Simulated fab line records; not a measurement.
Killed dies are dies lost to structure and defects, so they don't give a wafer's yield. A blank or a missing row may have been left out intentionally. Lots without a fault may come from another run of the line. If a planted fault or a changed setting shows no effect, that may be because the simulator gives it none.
Which tool is to blame? || flow gf180mcu || 6 lots, 18 wafers sampled, at 4 steps of a route of 602

## WHAT THE GAUGES READ, wafer by wafer
GF_M5_CD_MEAS_07: target cd 280 nm.
{"lot": "L621", "measured": "day 27 18:59", "on": "cd sem-02", "cd nm (nm)": "281.7 281.3 282.2"}
{"lot": "L626", "measured": "day 29 05:01", "on": "cd sem-01", "cd nm (nm)": "264.9 264.9 265.4"}
{"lot": "L629", "measured": "day 29 23:44", "on": "cd sem-02", "cd nm (nm)": "280.9 281.3 282.2"}
{"lot": "L631", "measured": "day 30 10:17", "on": "cd sem-01", "cd nm (nm)": "279.4 280.0 279.5"}
{"lot": "L637", "measured": "day 32 08:58", "on": "cd sem-02", "cd nm (nm)": "279.9 280.5 280.6"}
{"lot": "L638", "measured": "day 32 18:40", "on": "cd sem-02", "cd nm (nm)": "279.8 279.2 279.2"}

## WHAT TOOL EACH LOT RAN ON (gives the tool, then ch and the chambers of the sampled wafers, and finally the start)
{"lot": "L621", "GF_V4_CVD_02": "pecvd-02 ch 0,1,2, day 24 23:29", "GF_MIM_CVD_05": "pecvd-02 ch 0,1,2, day 26 00:26", "GF_M5_PEB_05": "litho track-02 ch 0, day 27 18:40"}
{"lot": "L626", "GF_V4_CVD_02": "pecvd-02 ch 0,1,2, day 26 15:29", "GF_MIM_CVD_05": "pecvd-04 ch 0,1,2, day 27 13:51", "GF_M5_PEB_05": "litho track-01 ch 0, day 29 04:40"}
{"lot": "L629", "GF_V4_CVD_02": "pecvd-02 ch 0,1, day 27 09:49", "GF_MIM_CVD_05": "pecvd-02 ch 0,1,2, day 28 09:03", "GF_M5_PEB_05": "litho track-04 ch 0, day 29 23:24"}
{"lot": "L631", "GF_V4_CVD_02": "pecvd-04 ch 0,1,2, day 27 22:02", "GF_MIM_CVD_05": "pecvd-01 ch 0,1, day 28 20:15", "GF_M5_PEB_05": "litho track-04 ch 0, day 30 09:57"}
{"lot": "L637", "GF_V4_CVD_02": "pecvd-03 ch 0,1,2, day 30 02:04", "GF_MIM_CVD_05": "pecvd-02 ch 0,1,2, day 30 22:23", "GF_M5_PEB_05": "litho track-01 ch 0, day 32 08:37"}
{"lot": "L638", "GF_V4_CVD_02": "pecvd-04 ch 0,1,2, day 30 13:25", "GF_MIM_CVD_05": "pecvd-04 ch 0,1,2, day 31 09:14", "GF_M5_PEB_05": "litho track-01 ch 0, day 32 18:19"}
- GF_V4_CVD_02: deposits SiO2 from TEOS, target thk 850 nm, time 94.851 s.
- GF_MIM_CVD_05: deposits Si3N4, target thk 42 nm, time 29.086 s.
- GF_M5_PEB_05: peb time 90 s.

## THE ANSWER, worked out from the rows above alone
Rule: usual is defined by the lots themselves. The widest of any qualifying gaps counts: lots, ordered by their means at a reading, are off when they make up no more than a third of the lots, leave a main group of 4 or more, and stand apart from it by 3 or more times the standard deviation of that group's means. A main group is skipped when, at the precision printed for the reading in the tables above, its means are all equal. A lot without any number at a reading at which 4 lots or more have one is off too. Any other lot the step has rows for is counted as sound.
Off, at GF_M5_CD_MEAS_07 on cd nm: L626. The main group: mean 280.5 nm, standard deviation 0.94.
If a tool, at a process step before that reading, ran all the lots that are off and no sound lot after the first of them, it fits. Those tools and the gauges at GF_M5_CD_MEAS_07 are tried in the same way. Not one of the candidates tried fits.

## WHAT THE SIMULATOR HAD PUT IN
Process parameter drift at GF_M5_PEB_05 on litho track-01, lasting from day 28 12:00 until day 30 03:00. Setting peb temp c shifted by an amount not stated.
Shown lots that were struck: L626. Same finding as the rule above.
